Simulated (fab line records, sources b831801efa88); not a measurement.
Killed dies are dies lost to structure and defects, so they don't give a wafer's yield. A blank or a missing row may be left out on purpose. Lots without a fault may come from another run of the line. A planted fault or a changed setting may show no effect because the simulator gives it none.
Which tool did it? | flow sky130 | 6 lots, 16 wafers sampled, at 2 steps of a route of 708

WHAT THE GAUGES READ, wafer by wafer
SKY_VT_ADJUST_HVTP_TW_MEAS_11.
lot  | measured     | on            | VT_ADJUST_HVTP_TW
L144 | day 6 16:02  | film_metro-04 | 1359 1363 1364
L151 | day 8 15:56  | film_metro-04 | 1350 1276
L153 | day 9 01:46  | film_metro-03 | 1348 1269
L156 | day 9 22:49  | film_metro-01 | 1386 1382 1377
L161 | day 11 04:55 | film_metro-01 | 1379 1375 1386
L164 | day 11 23:16 | film_metro-04 | 1347 1352 1353

WHICH TOOL RAN EACH LOT (tool, then ch and the chambers of the sampled wafers, then the start)
lot  | SKY_VT_ADJUST_HVTP_IMPLANT_09
L144 | implanter-02 ch 0, day 6 15:47
L151 | implanter-03 ch 0, day 8 15:43
L153 | implanter-03 ch 0, day 9 01:32
L156 | implanter-02 ch 0, day 9 22:34
L161 | implanter-04 ch 0, day 11 04:40
L164 | implanter-02 ch 0, day 11 23:01
- SKY_VT_ADJUST_HVTP_IMPLANT_09

THE ANSWER, worked out from the rows above alone
Rule: what is usual is taken from the lots themselves. Put in order of their means at a reading, lots are off if they are a third of the lots or fewer, leave a main group of 4 or more, and stand apart from it by a gap of 3 or more times the standard deviation of the main group's means; of several such gaps the widest counts. A main group whose means are all the same, to the digits that the tables above print for the reading, isn't used. A lot without any number at a reading at which 4 lots or more have one is off too. The other lots that the step has rows for count as sound.
No lot is off at any reading shown: from this, nothing can be told.

WHAT THE SIMULATOR HAD PUT IN
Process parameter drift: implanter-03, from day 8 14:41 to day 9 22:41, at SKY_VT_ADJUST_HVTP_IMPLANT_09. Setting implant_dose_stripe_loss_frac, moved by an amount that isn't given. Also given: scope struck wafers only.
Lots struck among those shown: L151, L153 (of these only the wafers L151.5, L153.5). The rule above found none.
